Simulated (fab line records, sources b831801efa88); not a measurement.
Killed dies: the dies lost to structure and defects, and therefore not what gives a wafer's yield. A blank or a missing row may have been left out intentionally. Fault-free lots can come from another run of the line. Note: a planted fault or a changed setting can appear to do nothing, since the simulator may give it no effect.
A struck lot beside a sound one + flow sky130 + 18 steps out of a route of 708
Sound: the wafers L436.1, L436.5, L436.6. Struck: wafers L433.1, L433.5, L433.6. At the end, the cause is stated.
Each step with rows lists, per side, the tool, then ch with its chambers, then its first start. Under that, the readings that differ: sound wafers + struck wafers + difference of the means + sigmas: that difference in standard deviations of wafers without a fault.
alike: words and numbers the same on both sides, and readings whose means are apart by under 2 such deviations; not compared: readings that were withheld, readings missing a value for some wafer, numbers with overlapping values and no deviation given by the record, and bounds like >300 which may hide the same value.
A row with sigmas, a row that says differs or no value, or rows on one side alone: a step with any of these is where the two part. When numbers do not overlap yet have no deviation, they are printed without sigmas and do not part them. Lack of a reading on every wafer of one side parts them only where that side has two or more wafers.

first, 3 steps without rows for these wafers: SKY_LDD_P_EXPOSE_04 (exposes mask PSDM, target cd 380 nm); SKY_LDD_P_PEB_05; SKY_LDD_P_DEVELOP_06 (develop time 60 s).
SKY_LDD_P_CD_MEAS_07: target cd 380 nm.
  struck on cd sem-01, day 20 15:59; sound on cd sem-01, day 21 20:00
  alike: cd nm
SKY_LDD_P_OVL_MEAS_08:
  struck on overlay-02, day 20 16:07; sound on overlay-01, day 21 20:07
  alike: LDD_P_OVL
next, for these wafers, 1 step has no rows: SKY_LDD_P_IMPLANT_09.
SKY_LDD_P_STRIP_10: strips in O2/N2.
  sound on plasma asher-03 ch 0,1, day 21 20:18; struck on plasma asher-01 ch 0,1, day 20 16:18
| reading               | sound             | struck            | difference | sigmas |
|-----------------------|-------------------|-------------------|------------|--------|
| oes product au (a.u.) | 0.706 0.706 0.716 | 0.723 0.718 0.719 | +0.011     | +2     |
  alike: chamber pressure mTorr, drypump motor current A, strip time to endpoint s
  not compared: rf hours counter h
SKY_LDD_P_TW_MEAS_11:
  struck on film metro-03, day 20 16:24; sound on film metro-04, day 21 20:24
| reading  | sound       | struck      | difference | sigmas |
|----------|-------------|-------------|------------|--------|
| LDD_P_TW | 638 637 637 | 629 628 628 | -9         | -2     |
then, 4 steps without rows for these wafers: SKY_LDD_HVN_DEHYDRATE_00 (time 60 s); SKY_LDD_HVN_HMDS_01 (prime time 60 s); SKY_LDD_HVN_COAT_02 (resist thk 300 nm); SKY_LDD_HVN_SOFTBAKE_03 (time 60 s).
SKY_LDD_HVN_EXPOSE_04: exposes mask HVNTM, target cd 700 nm.
  sound on iline stepper-02 ch 0, day 22 11:50; struck on iline stepper-01 ch 0, day 21 07:33
| reading                         | sound                | struck               | difference | sigmas |
|---------------------------------|----------------------|----------------------|------------|--------|
| model.LDD_HVN.overlay x nm (nm) | -1.107 -1.107 -1.107 | -86.76 -86.76 -86.76 | -85.65     |        |
  alike: mask
then, 2 steps without rows for these wafers: SKY_LDD_HVN_PEB_05; SKY_LDD_HVN_DEVELOP_06 (develop time 60 s).
SKY_LDD_HVN_OVL_MEAS_07:
  struck on overlay-01, day 21 22:11; sound on overlay-01, day 23 02:50
| reading          | sound          | struck            | difference | sigmas |
|------------------|----------------|-------------------|------------|--------|
| LDD_HVN_OVL (nm) | -3.6 -1.6 -2.5 | -88.4 -87.1 -88.7 | -85.5      | -57    |
then, 2 steps without rows for these wafers: SKY_LDD_HVN_IMPLANT_08; SKY_PAD_OPEN_PROBE_99.

== WHERE THEY PART ==
Last at SKY_LDD_HVN_OVL_MEAS_07 as far as this record goes, first at SKY_LDD_P_STRIP_10.

WHY: the cause the simulator had injected
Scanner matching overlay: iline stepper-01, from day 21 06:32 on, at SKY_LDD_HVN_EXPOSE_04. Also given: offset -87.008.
